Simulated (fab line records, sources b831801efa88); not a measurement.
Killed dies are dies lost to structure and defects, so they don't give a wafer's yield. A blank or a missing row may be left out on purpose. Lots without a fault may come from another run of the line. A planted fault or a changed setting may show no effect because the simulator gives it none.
Which tool did it? | flow sky130 | 6 lots, 16 wafers sampled, at 1 step of a route of 708

WHAT THE GAUGES READ, wafer by wafer
SKY_SONOS_ONO_CD_MEAS_13: target cd 410 nm.
lot  | measured     | on        | cd_nm (nm)
L674 | day 13 01:05 | cd_sem-02 | 409.2 410.2 410.1
L676 | day 13 19:17 | cd_sem-01 | 409.0 409.1 411.1
L678 | day 14 11:38 | cd_sem-01 | 413.0 411.5 412.7
L685 | day 17 00:54 | cd_sem-02 | 412.2
L689 | day 18 12:09 | cd_sem-02 | 408.6 407.0 408.0
L693 | day 19 06:31 | cd_sem-02 | 408.1 406.8 407.3

WHICH TOOL RAN EACH LOT (tool, then ch and the chambers of the sampled wafers, then the start)
The record holds no process step before these readings.

THE ANSWER, worked out from the rows above alone
Rule: what is usual is taken from the lots themselves. Put in order of their means at a reading, lots are off if they are a third of the lots or fewer, leave a main group of 4 or more, and stand apart from it by a gap of 3 or more times the standard deviation of the main group's means; of several such gaps the widest counts. A main group whose means are all the same, to the digits that the tables above print for the reading, isn't used. A lot without any number at a reading at which 4 lots or more have one is off too. The other lots that the step has rows for count as sound.
No lot is off at any reading shown: from this, nothing can be told.

WHAT THE SIMULATOR HAD PUT IN
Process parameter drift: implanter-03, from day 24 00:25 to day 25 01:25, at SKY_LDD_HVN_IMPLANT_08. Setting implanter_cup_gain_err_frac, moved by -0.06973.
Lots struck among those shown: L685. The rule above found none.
